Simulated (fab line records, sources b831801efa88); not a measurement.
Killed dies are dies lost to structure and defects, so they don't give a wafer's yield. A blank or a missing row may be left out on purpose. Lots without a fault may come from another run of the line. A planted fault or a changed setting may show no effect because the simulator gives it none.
Which tool did it? | flow gf180mcu | 13 lots, 39 wafers sampled, at 6 steps of a route of 602

WHAT THE GAUGES READ, wafer by wafer
GF_NWELL_TW_MEAS_11.
lot  | measured    | on            | NWELL_TW
L249 | day 3 09:35 | film_metro-04 | 1574 1574 1575
L250 | day 3 14:02 | film_metro-03 | 1586 1582 1578
L254 | day 4 12:00 | film_metro-03 | 1929 1925 1924
L257 | day 5 04:12 | film_metro-03 | 1560 1560 1558
L259 | day 5 12:38 | film_metro-04 | 1923 1921 1922
L263 | day 6 13:00 | film_metro-04 | 1919 1916 1925
L265 | day 6 22:42 | film_metro-01 | 1581 1585 1573
L266 | day 7 03:01 | film_metro-01 | 1568 1576 1561
L268 | day 7 15:04 | film_metro-04 | 1578 1576 1568
L269 | day 7 20:17 | film_metro-01 | 1571 1564 1568
L270 | day 8 02:01 | film_metro-01 | 1581 1570 1576
L271 | day 8 06:48 | film_metro-01 | 1574 1572 1572
L272 | day 8 16:11 | film_metro-01 | 1577 1580 1580

GF_VT_IMPLANT_OVL_MEAS_07.
lot  | measured     | on         | VT_IMPLANT_OVL (nm)
L249 | day 5 17:33  | overlay-01 | 1.3 1.2 1.5
L250 | day 5 21:40  | overlay-02 | 2.0 1.0 2.8
L254 | day 6 22:06  | overlay-02 | -1.0 -0.9 -0.2
L257 | day 7 15:34  | overlay-01 | -0.2 -1.3 0.7
L259 | day 8 02:58  | overlay-02 | 2.9 2.7 0.6
L263 | day 9 04:45  | overlay-01 | 0.1 0.3 -0.2
L265 | day 9 15:07  | overlay-01 | 1.1 2.0 -1.3
L266 | day 9 21:58  | overlay-02 | -1.7 -0.6 -1.0
L268 | day 10 12:13 | overlay-01 | 2.0 -0.1 0.2
L269 | day 10 17:17 | overlay-01 | 1.3 -1.2 -0.2
L270 | day 10 22:43 | overlay-02 | 1.9 0.9 0.7
L271 | day 11 05:49 | overlay-01 | 1.4 -1.1 -1.4
L272 | day 11 15:38 | overlay-02 | -1.3 0.9 1.6

GF_VT_IMPLANT_OVL_MEAS_18.
lot  | measured     | on         | VT_IMPLANT_01_OVL (nm)
L249 | day 6 08:42  | overlay-02 | 0.7 2.4 1.9
L250 | day 6 13:03  | overlay-01 | 0.6 1.1 0.9
L254 | day 7 13:09  | overlay-01 | 2.2 1.6 2.9
L257 | day 8 07:28  | overlay-01 | 0.4 1.0 2.1
L259 | day 8 19:22  | overlay-02 | 2.2 2.1 1.1
L263 | day 9 22:00  | overlay-01 | -1.0 1.1 -2.4
L265 | day 10 09:18 | overlay-02 | -2.1 -2.0 -0.5
L266 | day 10 15:01 | overlay-01 | -0.6 -0.9 2.2
L268 | day 11 06:08 | overlay-02 | 0.4 1.3 0.4
L269 | day 11 11:53 | overlay-01 | 2.6 0.5 0.4
L270 | day 11 17:19 | overlay-02 | -3.0 -3.3 -1.1
L271 | day 12 00:07 | overlay-01 | 2.0 2.6 1.5
L272 | day 12 11:00 | overlay-02 | -2.4 -1.6 -0.7

GF_VT_IMPLANT_RS_MEAS_47: measures by four-point-probe.
lot  | measured     | on            | NWELL_RS (ohm/sq)
L249 | day 7 15:22  | film_metro-04 | 488.3 489.5 488.7
L250 | day 7 20:45  | film_metro-04 | 488.6 489.9 490.4
L254 | day 8 21:31  | film_metro-04 | 349.2 349.5 348.7
L257 | day 9 18:28  | film_metro-04 | 490.1 489.1 488.9
L259 | day 10 06:08 | film_metro-01 | 349.9 349.5 350.3
L263 | day 11 10:37 | film_metro-04 | 349.8 351.0 350.1
L265 | day 11 22:59 | film_metro-04 | 491.3 489.5 489.9
L266 | day 12 04:07 | film_metro-01 | 489.2 489.2 487.9
L268 | day 12 22:10 | film_metro-01 | 487.7 487.2 486.8
L269 | day 13 03:17 | film_metro-04 | 491.0 490.7 489.4
L270 | day 13 09:01 | film_metro-03 | 487.6 487.7 487.4
L271 | day 13 17:11 | film_metro-01 | 488.7 488.4 488.7
L272 | day 14 04:13 | film_metro-04 | 485.1 485.8 485.3

WHICH TOOL RAN EACH LOT (tool, then ch and the chambers of the sampled wafers, then the start)
lot  | GF_DNWELL_STRIP_08                  | GF_NWELL_IMPLANT_08
L249 | plasma_asher-03 ch 0,1, day 2 19:52 | implanter-04 ch 0, day 3 09:11
L250 | plasma_asher-01 ch 0,1, day 3 00:05 | implanter-03 ch 0, day 3 13:40
L254 | plasma_asher-03 ch 0,1, day 3 22:02 | implanter-04 ch 0, day 4 11:17
L257 | plasma_asher-01 ch 0,1, day 4 13:58 | implanter-03 ch 0, day 5 03:50
L259 | plasma_asher-03 ch 0,1, day 4 21:57 | implanter-04 ch 0, day 5 11:55
L263 | plasma_asher-04 ch 0,1, day 5 21:25 | implanter-01 ch 0, day 6 12:15
L265 | plasma_asher-03 ch 0,1, day 6 07:24 | implanter-03 ch 0, day 6 22:19
L266 | plasma_asher-04 ch 0,1, day 6 11:43 | implanter-04 ch 0, day 7 02:38
L268 | plasma_asher-01 ch 0,1, day 6 23:12 | implanter-04 ch 0, day 7 14:43
L269 | plasma_asher-04 ch 0,1, day 7 04:13 | implanter-04 ch 0, day 7 19:53
L270 | plasma_asher-03 ch 0,1, day 7 10:35 | implanter-01 ch 0, day 8 01:39
L271 | plasma_asher-04 ch 0,1, day 7 14:29 | implanter-04 ch 0, day 8 06:25
L272 | plasma_asher-01 ch 0,1, day 7 23:05 | implanter-01 ch 0, day 8 15:47
- GF_DNWELL_STRIP_08: strips in O2/N2.
- GF_NWELL_IMPLANT_08

WHAT THE TOOLS THEMSELVES READ (means of the sampled wafers that have a number; where no wafer has one, the mark that the record gives instead)
GF_DNWELL_STRIP_08.
lot  | tool            | drypump_motor_current_A (A) | heater_power_w (W) | oes_product_au (a.u.) | strip_time_to_endpoint_s (s)
L249 | plasma_asher-03 | 5.0                         | 296                | 0.721                 | 36.99
L250 | plasma_asher-01 | 5.7                         | 361                | 0.724                 | 36.97
L254 | plasma_asher-03 | 5.1                         | 306                | 0.722                 | 37.08
L257 | plasma_asher-01 | 5.7                         | 361                | 0.722                 | 36.92
L259 | plasma_asher-03 | 5.0                         | 297                | 0.720                 | 36.90
L263 | plasma_asher-04 | 5.7                         | 338                | 0.724                 | 37.02
L265 | plasma_asher-03 | 5.1                         | 311                | 0.720                 | 37.05
L266 | plasma_asher-04 | 5.6                         | 335                | 0.723                 | 36.96
L268 | plasma_asher-01 | 5.7                         | 362                | 0.724                 | 36.97
L269 | plasma_asher-04 | 6.0                         | 308                | 0.721                 | 36.88
L270 | plasma_asher-03 | 5.0                         | 299                | 0.725                 | 36.80
L271 | plasma_asher-04 | 6.0                         | 312                | 0.724                 | 37.07
L272 | plasma_asher-01 | 5.7                         | 358                | 0.724                 | 36.97

GF_NWELL_IMPLANT_08.
lot  | tool         | beam_on_s (s)
L249 | implanter-04 | 9.97
L250 | implanter-03 | 9.96
L254 | implanter-04 | 9.93
L257 | implanter-03 | 9.91
L259 | implanter-04 | 10.09
L263 | implanter-01 | 10.03
L265 | implanter-03 | 9.94
L266 | implanter-04 | 9.92
L268 | implanter-04 | 10.00
L269 | implanter-04 | 10.01
L270 | implanter-01 | 9.99
L271 | implanter-04 | 10.15
L272 | implanter-01 | 10.05

THE ANSWER, worked out from the rows above alone
Rule: what is usual is taken from the lots themselves. Put in order of their means at a reading, lots are off if they are a third of the lots or fewer, leave a main group of 4 or more, and stand apart from it by a gap of 3 or more times the standard deviation of the main group's means; of several such gaps the widest counts. A main group whose means are all the same, to the digits that the tables above print for the reading, isn't used. A lot without any number at a reading at which 4 lots or more have one is off too. The other lots that the step has rows for count as sound. The gauges are gone through in route order, then the tools' own readings, and for those a lot's mean is taken as printed above. The first step at which some lot is off is used, and at that step the reading that is off furthest; a lot without a number counts as furthest.
Off: L254, L259, L263, at GF_NWELL_TW_MEAS_11 (NWELL_TW). The main group: mean 1573, standard deviation 6.4.
A tool fits if, at a process step before that reading, it ran every lot that is off, and no sound lot after the first of them. The gauges at GF_NWELL_TW_MEAS_11 are tried like those tools. None of those tried fits.

WHAT THE SIMULATOR HAD PUT IN
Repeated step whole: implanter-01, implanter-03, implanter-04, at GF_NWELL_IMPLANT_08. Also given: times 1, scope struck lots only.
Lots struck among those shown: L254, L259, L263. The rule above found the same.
